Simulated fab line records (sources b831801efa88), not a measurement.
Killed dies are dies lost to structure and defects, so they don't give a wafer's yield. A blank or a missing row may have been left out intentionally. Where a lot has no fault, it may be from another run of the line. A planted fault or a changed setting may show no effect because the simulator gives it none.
Chamber matching + flow sky130 + 4 sister chambers for SKY_POLY_GATE_ETCH_17 on rie si-02
The step etches poly-Si in HBr/Cl2, stops on SiO2, target depth 180 nm, time 70.5 s. 14 wafers are shown with their chamber, then 7 later ones without.

## WAFERS PAIRED WITH THEIR CHAMBERS
| wafer  | chamber | drypump motor current A (A) | oes product au (a.u.) | throttle valve pct (%) |
|--------|---------|-----------------------------|-----------------------|------------------------|
| L419.1 | 3       | 5.1                         | 0.989                 | 33.679                 |
| L419.5 | 3       | 5.1                         | 0.987                 | 33.696                 |
| L419.6 | 0       | 5.4                         | 0.997                 | 33.657                 |
| L422.1 | 2       | 6.0                         | 0.984                 | 33.668                 |
| L422.4 | 0       | 5.5                         | 0.994                 | 33.686                 |
| L422.6 | 3       | 5.1                         | 0.987                 | 33.685                 |
| L427.1 | 2       | 6.0                         | 0.980                 | 33.690                 |
| L427.5 | 2       | 6.0                         | 0.982                 | 33.675                 |
| L427.6 | 1       | 5.1                         | 0.984                 | 33.688                 |
| L428.1 | 2       | 6.0                         | 0.986                 | 33.682                 |
| L428.2 | 3       | 5.1                         | 0.989                 | 33.708                 |
| L428.6 | 1       | 5.1                         | 0.993                 | 33.683                 |
| L430.1 | 0       | 5.4                         | 0.985                 | 33.693                 |
| L430.2 | 3       | 5.1                         | 0.980                 | 33.665                 |

SIGNATURES, as means of the wafers listed above
| reading                 | chamber 0 | chamber 1 | chamber 2 | chamber 3 | scatter within a chamber |
|-------------------------|-----------|-----------|-----------|-----------|--------------------------|
| drypump motor current A | 5.433     | 5.100     | 6.000     | 5.100     | 0.0258                   |
| oes product au          | 0.99200   | 0.98850   | 0.98300   | 0.98640   | 0.0044                   |
| throttle valve pct      | 33.67867  | 33.68550  | 33.67875  | 33.68660  | 0.0144                   |
Rule: for each reading, subtract the chamber's mean from the wafer's reading, divide by that reading's scatter and square the result; add these up over the readings and take the root, which gives the wafer's distance from the chamber. If the next closest chamber is less than 2 further off than the closest, the wafer can't be placed; otherwise it belongs to the closest. The scatter is the square root of a quotient: the sum, over the shown wafers, of each reading's squared deviation from its chamber's mean, divided by wafers minus chambers.

## WAFERS WITH NO CHAMBER GIVEN
| wafer  | drypump motor current A (A) | oes product au (a.u.) | throttle valve pct (%) |
|--------|-----------------------------|-----------------------|------------------------|
| L430.6 | 5.1                         | 0.997                 | 33.667                 |
| L431.2 | 5.4                         | 0.998                 | 33.679                 |
| L431.5 | 5.4                         | 0.993                 | 33.689                 |
| L431.6 | 5.1                         | 0.983                 | 33.688                 |
| L434.2 | 5.1                         | 0.990                 | 33.680                 |
| L434.4 | 6.0                         | 0.993                 | 33.668                 |
| L434.6 | 5.1                         | 0.982                 | 33.696                 |

## WHICH CHAMBER EACH WENT THROUGH
| wafer  | from the rows above     | in truth |
|--------|-------------------------|----------|
| L430.6 | can't be placed: 1 or 3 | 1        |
| L431.2 | 0                       | 0        |
| L431.5 | 0                       | 0        |
| L431.6 | can't be placed: 3 or 1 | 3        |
| L434.2 | can't be placed: 1 or 3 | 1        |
| L434.4 | 2                       | 2        |
| L434.6 | can't be placed: 3 or 1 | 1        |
Correctly placed: 3 of 7. These rows do not allow placing 4 (true chamber among the candidates in 4). Placed wrongly: 0.
